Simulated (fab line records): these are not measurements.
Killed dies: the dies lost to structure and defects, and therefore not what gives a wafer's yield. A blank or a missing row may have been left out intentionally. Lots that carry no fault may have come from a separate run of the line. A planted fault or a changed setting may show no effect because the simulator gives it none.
Chamber matching + flow gf180mcu + 4 sister chambers for GF_V2_CMP_04 on cmp-02
The step polishes SiO2. 8 wafers are shown with their chamber, then 8 later ones without.

## EACH WAFER AND ITS CHAMBER
| wafer  | chamber | motorCurrentA (A) | timeToEndpointS (s) |
|--------|---------|-------------------|---------------------|
| L810.5 | 1       | 11.4              | 80                  |
| L813.6 | 2       | 11.5              | 75                  |
| L817.3 | 3       | 12.9              | 72                  |
| L817.6 | 0       | 14.0              | 78                  |
| L827.1 | 3       | 12.7              | 71                  |
| L827.4 | 0       | 13.9              | 85                  |
| L827.5 | 1       | 11.3              | 81                  |
| L829.1 | 2       | 10.8              | 81                  |

## WAFERS WHOSE CHAMBER IS MISSING
| wafer  | motorCurrentA (A) | timeToEndpointS (s) |
|--------|-------------------|---------------------|
| L829.2 | 11.0              | 84                  |
| L829.3 | 12.0              | 81                  |
| L832.2 | 12.1              | 77                  |
| L832.3 | 12.2              | 83                  |
| L832.6 | 14.1              | 91                  |
| L833.2 | 14.1              | 82                  |
| L833.3 | 12.7              | 79                  |
| L833.6 | 11.1              | 86                  |

## EACH ONE'S CHAMBER
| wafer  | from the rows above          | in truth |
|--------|------------------------------|----------|
| L829.2 | can't be placed: 1 or 2      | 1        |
| L829.3 | can't be placed: 1 or 2 or 3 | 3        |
| L832.2 | can't be placed: 1 or 3 or 2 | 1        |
| L832.3 | can't be placed: 1 or 3 or 2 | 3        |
| L832.6 | 0                            | 0        |
| L833.2 | 0                            | 0        |
| L833.3 | 3                            | 3        |
| L833.6 | can't be placed: 1 or 2      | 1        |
Correctly placed: 3 of 8. Can't be placed from these rows: 5 (the true chamber is among the candidates in 5). 0 placed wrongly.
How it was worked out, from the rows above alone: a wafer's distance from a chamber is the root of the sum, over the readings, of the square of ((its reading less the chamber's mean) divided by the reading's scatter). The wafer belongs to the nearest chamber; if the next one is less than 2 further off, it can't be placed. The mean given for a chamber averages the wafers shown for that chamber. The scatter is the square root of a quotient: the sum, over the shown wafers, of each reading's squared deviation from its chamber's mean, divided by wafers minus chambers.
